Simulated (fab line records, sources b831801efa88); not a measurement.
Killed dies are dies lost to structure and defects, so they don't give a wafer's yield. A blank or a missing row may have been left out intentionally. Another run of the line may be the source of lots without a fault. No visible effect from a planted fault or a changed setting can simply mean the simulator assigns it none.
Which of the tools did it? -- flow sky130 -- route of 708 steps, sampled at 1 step: 6 lots, 18 wafers

== WHAT EACH GAUGE READ, for each wafer ==
SKY_VIA4_THK_MEAS_01.
lot,measured,on,VIA4_HDPCVD_THK (nm)
L351,day 42 00:29,film_metro-03,1723 1740 1733
L353,day 42 19:55,film_metro-04,1753 1709 1734
L360,day 44 21:04,film_metro-02,1784 1760 1742
L358,day 45 02:22,film_metro-02,1757 1812 1765
L362,day 45 17:24,film_metro-04,1776 1800 1786
L365,day 46 14:10,film_metro-03,1749 1782 1749

== EACH LOT AND THE TOOL THAT RAN IT (in order: tool; ch and the chambers of the sampled wafers; start) ==
No process step before these readings appears in the record.

== THE ANSWER, worked out from the rows above alone ==
Rule: usual is defined by the lots themselves. Put in order of their means at a reading, lots are off if they are a third of the lots or fewer, leave a main group of 4 or more, and stand apart from it by a gap of 3 or more times the standard deviation of the main group's means; of several such gaps the widest counts. A main group whose means are all the same, to the digits that the tables above print for the reading, isn't used. Also off: a lot with no number at a reading for which 4 or more lots have one. All remaining lots with rows at the step are treated as sound.
No lot is off on any of the readings shown, so nothing can be concluded from this.

== WHAT WAS PUT IN BY THE SIMULATOR ==
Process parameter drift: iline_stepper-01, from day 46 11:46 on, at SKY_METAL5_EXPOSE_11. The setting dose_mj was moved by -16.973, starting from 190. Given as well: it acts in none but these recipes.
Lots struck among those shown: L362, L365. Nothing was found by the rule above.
